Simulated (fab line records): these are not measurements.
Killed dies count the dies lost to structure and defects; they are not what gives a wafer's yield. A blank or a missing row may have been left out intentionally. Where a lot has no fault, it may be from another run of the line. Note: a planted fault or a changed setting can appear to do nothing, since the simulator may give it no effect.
fab line records / flow sky130
[record] lots = 7 wafers = 21 last-day = 50
route steps=708 shown PWDE@50 NWELL@56
lots that met no fault: taken from a fault-free run of the same line
start-h: start of the lot's first displayed wafer, in hours after the record's first day / wait-h: hours since the lot's step before / " as in the row above / L1.1+2: several wafers, shown together as one row / - no value, or no start was given / * or withheld: withheld / < > ~ a bound
route shown NAME@n: NAME is a module with steps in the file, n the number in the route of the first one / usual: mean/standard deviation of fault-free wafers / same: alike in all rows / chamber/n: place in a boat / sites: the reading at each site / _std_site: the standard deviation of these / _edge_site: outer sites' mean less inner sites' / radius-mm: how far each site lies from the wafer's centre / mask NAME#n: copy n / behind: the tool/chamber that last shaped the wafer / hold: the reason the lot was held/the length of the hold in hours/how it ended / device: names the non-switching transistor (n, p or np) / end of line: tests of these same wafers at the route's end / for a step that has no rows: nothing shown but its recipe / killed: dies that structure and defects cost at the first sort, which is not the same as the wafer's yield / map: per-die view of a wafer (x killed, . not killed, _ where there is no die)
set.NAME: the setting that was run; set.NAME@STEP: the one run at that earlier step / model.NAME: the simulator's own value behind a step, which no gauge read
a table for each step, a row for each wafer; lots at some steps of the route
services: when a tool's chamber went out of use (start-h, in hours from the record's first day, below 0 if earlier), for how many hours, and the reason
[[steps]]
[step SKY_PWDE_PEB_05]
[recipe] temp-c = 115 time-s = withheld
[step SKY_PWDE_DEVELOP_06]
[recipe] wall-angle-deg = 90 developer = TMAH develop-time-s = 60 dev-temp-c = 23
[step SKY_PWDE_OVL_MEAS_07]
[usual] PWDE_OVL = 0.0/1.3
lot.wafer=L184.3 tool=overlay-02 chamber=- start-h=74.26 wait-h=- PWDE_OVL[nm]=-1.1
lot.wafer=L184.4 tool=overlay-02 chamber=- start-h=74.26 wait-h=- PWDE_OVL[nm]=0.3
lot.wafer=L184.6 tool=overlay-02 chamber=- start-h=74.26 wait-h=- PWDE_OVL[nm]=0.4
lot.wafer=L187.1 tool=overlay-01 chamber=- start-h=91.80 wait-h=- PWDE_OVL[nm]=-0.5
lot.wafer=L187.3 tool=overlay-01 chamber=- start-h=91.80 wait-h=- PWDE_OVL[nm]=-0.1
lot.wafer=L187.6 tool=overlay-01 chamber=- start-h=91.80 wait-h=- PWDE_OVL[nm]=-0.3
lot.wafer=L192.2 tool=overlay-01 chamber=- start-h=117.72 wait-h=- PWDE_OVL[nm]=0.2
lot.wafer=L192.3 tool=overlay-01 chamber=- start-h=117.72 wait-h=- PWDE_OVL[nm]=1.2
lot.wafer=L192.6 tool=overlay-01 chamber=- start-h=117.72 wait-h=- PWDE_OVL[nm]=0.0
lot.wafer=L203.1 tool=overlay-01 chamber=- start-h=179.86 wait-h=- PWDE_OVL[nm]=-1.8
lot.wafer=L203.4 tool=overlay-01 chamber=- start-h=179.86 wait-h=- PWDE_OVL[nm]=0.7
lot.wafer=L203.5 tool=overlay-01 chamber=- start-h=179.86 wait-h=- PWDE_OVL[nm]=-0.4
lot.wafer=L204.1 tool=overlay-02 chamber=- start-h=187.53 wait-h=- PWDE_OVL[nm]=1.3
lot.wafer=L204.2 tool=overlay-02 chamber=- start-h=187.53 wait-h=- PWDE_OVL[nm]=0.6
lot.wafer=L204.3 tool=overlay-02 chamber=- start-h=187.53 wait-h=- PWDE_OVL[nm]=0.5
lot.wafer=L205.1 tool=overlay-02 chamber=- start-h=194.43 wait-h=- PWDE_OVL[nm]=1.0
lot.wafer=L205.2 tool=overlay-02 chamber=- start-h=194.43 wait-h=- PWDE_OVL[nm]=0.2
lot.wafer=L205.5 tool=overlay-02 chamber=- start-h=194.43 wait-h=- PWDE_OVL[nm]=-0.4
lot.wafer=L206.1 tool=overlay-01 chamber=- start-h=200.66 wait-h=- PWDE_OVL[nm]=-0.2
lot.wafer=L206.4 tool=overlay-01 chamber=- start-h=200.66 wait-h=- PWDE_OVL[nm]=-1.3
lot.wafer=L206.6 tool=overlay-01 chamber=- start-h=200.66 wait-h=- PWDE_OVL[nm]=-0.9
[step SKY_PWDE_IMPLANT_08]
[recipe] species = B energy-kev = 150 dose-cm2 = 3.572e+12 tilt-deg = withheld
[step SKY_PWDE_STRIP_09]
[recipe] chemistry = O2/N2 power-w = 1400 pressure-mtorr = 1500 platen-temp-c = withheld o2-flow-sccm = 3000 n2-flow-sccm = 300 overash-fraction = 0.5
[usual] drypump-motor-current-A = 5.6/0.63 oes-product-au = 0.723/0.0045 strip-time-to-endpoint-s = 37.60/0.11
lot.wafer=L184.3 tool=plasma-asher-01 chamber=0 start-h=74.47 wait-h=0.1 drypump-motor-current-A=6.5 oes-product-au=0.720 rf-hours-counter-h=- strip-time-to-endpoint-s=37.38
lot.wafer=L184.4 tool=plasma-asher-01 chamber=1 start-h=74.47 wait-h=0.1 drypump-motor-current-A=5.0 oes-product-au=0.724 rf-hours-counter-h=- strip-time-to-endpoint-s=37.40
lot.wafer=L184.6 tool=plasma-asher-01 chamber=0 start-h=74.47 wait-h=0.1 drypump-motor-current-A=6.5 oes-product-au=0.728 rf-hours-counter-h=- strip-time-to-endpoint-s=37.39
lot.wafer=L187.1 tool=plasma-asher-02 chamber=1 start-h=92.13 wait-h=0.2 drypump-motor-current-A=4.8 oes-product-au=0.719 rf-hours-counter-h=44 strip-time-to-endpoint-s=37.63
lot.wafer=L187.3 tool=plasma-asher-02 chamber=0 start-h=92.13 wait-h=0.2 drypump-motor-current-A=6.0 oes-product-au=0.726 rf-hours-counter-h=- strip-time-to-endpoint-s=37.71
lot.wafer=L187.6 tool=plasma-asher-02 chamber=1 start-h=92.13 wait-h=0.2 drypump-motor-current-A=4.7 oes-product-au=0.722 rf-hours-counter-h=- strip-time-to-endpoint-s=37.75
lot.wafer=L192.2 tool=plasma-asher-03 chamber=0 start-h=117.90 wait-h=0.1 drypump-motor-current-A=5.5 oes-product-au=0.721 rf-hours-counter-h=44 strip-time-to-endpoint-s=37.78
lot.wafer=L192.3 tool=plasma-asher-03 chamber=0 start-h=117.90 wait-h=0.1 drypump-motor-current-A=5.4 oes-product-au=0.727 rf-hours-counter-h=- strip-time-to-endpoint-s=37.73
lot.wafer=L192.6 tool=plasma-asher-03 chamber=0 start-h=117.90 wait-h=0.1 drypump-motor-current-A=5.5 oes-product-au=0.718 rf-hours-counter-h=- strip-time-to-endpoint-s=37.64
lot.wafer=L203.1 tool=plasma-asher-03 chamber=1 start-h=180.05 wait-h=0.1 drypump-motor-current-A=5.8 oes-product-au=0.728 rf-hours-counter-h=50 strip-time-to-endpoint-s=37.42
lot.wafer=L203.4 tool=plasma-asher-03 chamber=0 start-h=180.05 wait-h=0.1 drypump-motor-current-A=5.5 oes-product-au=0.721 rf-hours-counter-h=- strip-time-to-endpoint-s=37.44
lot.wafer=L203.5 tool=plasma-asher-03 chamber=0 start-h=180.05 wait-h=0.1 drypump-motor-current-A=5.5 oes-product-au=0.721 rf-hours-counter-h=- strip-time-to-endpoint-s=37.54
lot.wafer=L204.1 tool=plasma-asher-02 chamber=0 start-h=187.71 wait-h=0.1 drypump-motor-current-A=6.1 oes-product-au=0.723 rf-hours-counter-h=53 strip-time-to-endpoint-s=37.42
lot.wafer=L204.2 tool=plasma-asher-02 chamber=1 start-h=187.71 wait-h=0.1 drypump-motor-current-A=4.8 oes-product-au=0.715 rf-hours-counter-h=53 strip-time-to-endpoint-s=37.33
lot.wafer=L204.3 tool=plasma-asher-02 chamber=0 start-h=187.71 wait-h=0.1 drypump-motor-current-A=6.1 oes-product-au=0.721 rf-hours-counter-h=- strip-time-to-endpoint-s=37.34
lot.wafer=L205.1 tool=plasma-asher-02 chamber=0 start-h=194.61 wait-h=0.1 drypump-motor-current-A=6.1 oes-product-au=0.725 rf-hours-counter-h=54 strip-time-to-endpoint-s=37.52
lot.wafer=L205.2 tool=plasma-asher-02 chamber=1 start-h=194.61 wait-h=0.1 drypump-motor-current-A=4.8 oes-product-au=0.722 rf-hours-counter-h=54 strip-time-to-endpoint-s=37.52
lot.wafer=L205.5 tool=plasma-asher-02 chamber=1 start-h=194.61 wait-h=0.1 drypump-motor-current-A=4.8 oes-product-au=0.720 rf-hours-counter-h=- strip-time-to-endpoint-s=37.43
lot.wafer=L206.1 tool=plasma-asher-02 chamber=1 start-h=200.85 wait-h=0.1 drypump-motor-current-A=4.7 oes-product-au=0.724 rf-hours-counter-h=54 strip-time-to-endpoint-s=37.49
lot.wafer=L206.4 tool=plasma-asher-02 chamber=0 start-h=200.85 wait-h=0.1 drypump-motor-current-A=6.0 oes-product-au=0.725 rf-hours-counter-h=- strip-time-to-endpoint-s=37.47
lot.wafer=L206.6 tool=plasma-asher-02 chamber=0 start-h=200.85 wait-h=0.1 drypump-motor-current-A=6.0 oes-product-au=0.726 rf-hours-counter-h=- strip-time-to-endpoint-s=37.51
[step SKY_PWDE_TW_MEAS_10]
[usual] PWDE_TW = 374.3/3
lot.wafer=L184.3 tool=film-metro-01 chamber=- start-h=74.55 wait-h=0.1 PWDE_TW=374.9
lot.wafer=L184.4 tool=film-metro-01 chamber=- start-h=74.55 wait-h=0.1 PWDE_TW=375.1
lot.wafer=L184.6 tool=film-metro-01 chamber=- start-h=74.55 wait-h=0.1 PWDE_TW=376.3
lot.wafer=L187.1 tool=film-metro-01 chamber=- start-h=92.23 wait-h=0.1 PWDE_TW=375.5
lot.wafer=L187.3 tool=film-metro-01 chamber=- start-h=92.23 wait-h=0.1 PWDE_TW=374.1
lot.wafer=L187.6 tool=film-metro-01 chamber=- start-h=92.23 wait-h=0.1 PWDE_TW=375.4
lot.wafer=L192.2 tool=film-metro-01 chamber=- start-h=118.01 wait-h=0.1 PWDE_TW=378.1
lot.wafer=L192.3 tool=film-metro-01 chamber=- start-h=118.01 wait-h=0.1 PWDE_TW=375.7
lot.wafer=L192.6 tool=film-metro-01 chamber=- start-h=118.01 wait-h=0.1 PWDE_TW=378.9
lot.wafer=L203.1 tool=film-metro-04 chamber=- start-h=180.15 wait-h=0.1 PWDE_TW=374.0
lot.wafer=L203.4 tool=film-metro-04 chamber=- start-h=180.15 wait-h=0.1 PWDE_TW=371.6
lot.wafer=L203.5 tool=film-metro-04 chamber=- start-h=180.15 wait-h=0.1 PWDE_TW=373.3
lot.wafer=L204.1 tool=film-metro-01 chamber=- start-h=187.81 wait-h=0.1 PWDE_TW=378.6
lot.wafer=L204.2 tool=film-metro-01 chamber=- start-h=187.81 wait-h=0.1 PWDE_TW=377.9
lot.wafer=L204.3 tool=film-metro-01 chamber=- start-h=187.81 wait-h=0.1 PWDE_TW=377.3
lot.wafer=L205.1 tool=film-metro-03 chamber=- start-h=194.71 wait-h=0.1 PWDE_TW=368.2
lot.wafer=L205.2 tool=film-metro-03 chamber=- start-h=194.71 wait-h=0.1 PWDE_TW=368.6
lot.wafer=L205.5 tool=film-metro-03 chamber=- start-h=194.71 wait-h=0.1 PWDE_TW=366.2
lot.wafer=L206.1 tool=film-metro-01 chamber=- start-h=200.95 wait-h=0.1 PWDE_TW=377.1
lot.wafer=L206.4 tool=film-metro-01 chamber=- start-h=200.95 wait-h=0.1 PWDE_TW=376.9
lot.wafer=L206.6 tool=film-metro-01 chamber=- start-h=200.95 wait-h=0.1 PWDE_TW=378.0
[step SKY_NWELL_DEHYDRATE_03]
[recipe] temp-c = 200 time-s = 60
[step SKY_NWELL_HMDS_04]
[recipe] prime-time-s = 60 prime-temp-c = 120
[step SKY_NWELL_COAT_05]
[recipe] spin-rpm = 2000 resist-thk-nm = 3000
[step SKY_NWELL_SOFTBAKE_06]
[recipe] temp-c = 110 time-s = withheld
[step SKY_NWELL_EXPOSE_07]
[recipe] mask-id = NWM na = 0.6 source-shape = conventional sigma-outer = 0.6 polarization = unpolarized target-cd-nm = 840 dose-mj = 255
[step SKY_NWELL_PEB_08]
[recipe] temp-c = 115 time-s = withheld
[step SKY_NWELL_DEVELOP_09]
[recipe] wall-angle-deg = 90 developer = TMAH develop-time-s = 60 dev-temp-c = 23
[usual] chill-plate-temp-C = 23.00/0.12 develop-time-s = 60/0
lot.wafer=L184.3 tool=litho-track-04 chamber=0 start-h=91 wait-h=- chill-plate-temp-C=22.97 develop-time-s=60
lot.wafer=L184.4 tool=litho-track-04 chamber=0 start-h=91 wait-h=- chill-plate-temp-C=23.05 develop-time-s=60
lot.wafer=L184.6 tool=litho-track-04 chamber=0 start-h=91 wait-h=- chill-plate-temp-C=23.05 develop-time-s=60
lot.wafer=L187.1 tool=litho-track-02 chamber=0 start-h=108 wait-h=- chill-plate-temp-C=23.04 develop-time-s=60
lot.wafer=L187.3 tool=litho-track-02 chamber=0 start-h=108 wait-h=- chill-plate-temp-C=23.08 develop-time-s=60
lot.wafer=L187.6 tool=litho-track-02 chamber=0 start-h=108 wait-h=- chill-plate-temp-C=23.05 develop-time-s=60
lot.wafer=L192.2 tool=litho-track-02 chamber=0 start-h=136 wait-h=- chill-plate-temp-C=23.03 develop-time-s=60
lot.wafer=L192.3 tool=litho-track-02 chamber=0 start-h=136 wait-h=- chill-plate-temp-C=22.87 develop-time-s=60
lot.wafer=L192.6 tool=litho-track-02 chamber=0 start-h=136 wait-h=- chill-plate-temp-C=23.09 develop-time-s=60
lot.wafer=L203.1 tool=litho-track-01 chamber=- start-h=201 wait-h=- chill-plate-temp-C=- develop-time-s=-
lot.wafer=L203.4 tool=litho-track-01 chamber=- start-h=201 wait-h=- chill-plate-temp-C=- develop-time-s=-
lot.wafer=L203.5 tool=litho-track-01 chamber=- start-h=201 wait-h=- chill-plate-temp-C=- develop-time-s=-
lot.wafer=L204.1 tool=litho-track-02 chamber=- start-h=209 wait-h=- chill-plate-temp-C=- develop-time-s=-
lot.wafer=L204.2 tool=litho-track-02 chamber=- start-h=209 wait-h=- chill-plate-temp-C=- develop-time-s=-
lot.wafer=L204.3 tool=litho-track-02 chamber=- start-h=209 wait-h=- chill-plate-temp-C=- develop-time-s=-
lot.wafer=L205.1 tool=litho-track-02 chamber=- start-h=215 wait-h=- chill-plate-temp-C=- develop-time-s=-
lot.wafer=L205.2 tool=litho-track-02 chamber=- start-h=215 wait-h=- chill-plate-temp-C=- develop-time-s=-
lot.wafer=L205.5 tool=litho-track-02 chamber=- start-h=216 wait-h=- chill-plate-temp-C=- develop-time-s=-
lot.wafer=L206.1 tool=litho-track-04 chamber=0 start-h=223 wait-h=- chill-plate-temp-C=22.99 develop-time-s=60
lot.wafer=L206.4 tool=litho-track-04 chamber=0 start-h=223 wait-h=- chill-plate-temp-C=22.94 develop-time-s=60
lot.wafer=L206.6 tool=litho-track-04 chamber=0 start-h=223 wait-h=- chill-plate-temp-C=23.11 develop-time-s=60
[step SKY_NWELL_OVL_MEAS_10]
[usual] NWELL_00_OVL = -0.3/1.4
lot.wafer=L184.3 tool=overlay-02 chamber=- start-h=91.74 wait-h=- NWELL_00_OVL[nm]=-0.1
lot.wafer=L184.4 tool=overlay-02 chamber=- start-h=91.74 wait-h=- NWELL_00_OVL[nm]=1.2
lot.wafer=L184.6 tool=overlay-02 chamber=- start-h=91.74 wait-h=- NWELL_00_OVL[nm]=-0.7
lot.wafer=L187.1 tool=overlay-02 chamber=- start-h=109.00 wait-h=- NWELL_00_OVL[nm]=0.8
lot.wafer=L187.3 tool=overlay-02 chamber=- start-h=109.00 wait-h=- NWELL_00_OVL[nm]=0.8
lot.wafer=L187.6 tool=overlay-02 chamber=- start-h=109.00 wait-h=- NWELL_00_OVL[nm]=0.9
lot.wafer=L192.2 tool=overlay-01 chamber=- start-h=136.91 wait-h=- NWELL_00_OVL[nm]=-1.1
lot.wafer=L192.3 tool=overlay-01 chamber=- start-h=136.91 wait-h=- NWELL_00_OVL[nm]=-2.7
lot.wafer=L192.6 tool=overlay-01 chamber=- start-h=136.91 wait-h=- NWELL_00_OVL[nm]=-0.4
lot.wafer=L203.1 tool=overlay-01 chamber=- start-h=201.96 wait-h=- NWELL_00_OVL[nm]=-
lot.wafer=L203.4 tool=overlay-01 chamber=- start-h=201.96 wait-h=- NWELL_00_OVL[nm]=-
lot.wafer=L203.5 tool=overlay-01 chamber=- start-h=201.96 wait-h=- NWELL_00_OVL[nm]=-
lot.wafer=L204.1 tool=overlay-01 chamber=- start-h=209.45 wait-h=- NWELL_00_OVL[nm]=-
lot.wafer=L204.2 tool=overlay-01 chamber=- start-h=209.45 wait-h=- NWELL_00_OVL[nm]=-
lot.wafer=L204.3 tool=overlay-01 chamber=- start-h=209.45 wait-h=- NWELL_00_OVL[nm]=-
lot.wafer=L205.1 tool=overlay-01 chamber=- start-h=216.05 wait-h=- NWELL_00_OVL[nm]=-
lot.wafer=L205.2 tool=overlay-01 chamber=- start-h=216.05 wait-h=- NWELL_00_OVL[nm]=-
lot.wafer=L205.5 tool=overlay-01 chamber=- start-h=216.05 wait-h=- NWELL_00_OVL[nm]=-
lot.wafer=L206.1 tool=overlay-01 chamber=- start-h=223.33 wait-h=- NWELL_00_OVL[nm]=-0.9
lot.wafer=L206.4 tool=overlay-01 chamber=- start-h=223.33 wait-h=- NWELL_00_OVL[nm]=-3.6
lot.wafer=L206.6 tool=overlay-01 chamber=- start-h=223.33 wait-h=- NWELL_00_OVL[nm]=-2.0
[[services]]
tool=plasma-asher-01 chamber=- start-h=108.75 hours=9.0 kind=pm
tool=plasma-asher-01 chamber=0 start-h=108.75 hours=9.0 kind=vent-cycle
tool=plasma-asher-01 chamber=1 start-h=108.75 hours=9.0 kind=vent-cycle
tool=plasma-asher-01 chamber=- start-h=111.70 hours=0.6 kind=repair
tool=plasma-asher-01 chamber=0 start-h=117.75 hours=- kind=clean
tool=plasma-asher-01 chamber=1 start-h=117.75 hours=- kind=clean
tool=plasma-asher-02 chamber=- start-h=127.18 hours=10.7 kind=repair
tool=plasma-asher-03 chamber=- start-h=129.48 hours=10.0 kind=repair
[[key]]
[first-sign] step = SKY_NWELL_DEVELOP_09 reading = tool-record direction = missing
effect none on later readings
met-at SKY_NWELL_DEVELOP_09
struck-wafers L203.1,L203.4,L203.5,L204.1,L204.2,L204.3,L205.1,L205.2,L205.5
sort-left-out L203.1,L203.4,L203.5,L204.1,L204.2,L204.3,L205.1,L205.2,L205.5
tester-left-out L203,L204,L205
[fault] kind = skipped-step-whole tool = litho-track-01,litho-track-02 chamber = - onset-h = 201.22 steps = SKY_NWELL_DEVELOP_09 scope = struck-lots-only
// tester-left-out: of these lots the tester's yield and bins aren't shown, on N5 and GAA mostly nor the transistor test; their killed dies are dies lost to structure and defects alone, not to doping, threshold or leakage, so they don't give the yield
// sort-left-out: the simulated sort isn't trusted on such a fault, so these wafers' sort isn't shown, and their yield isn't known
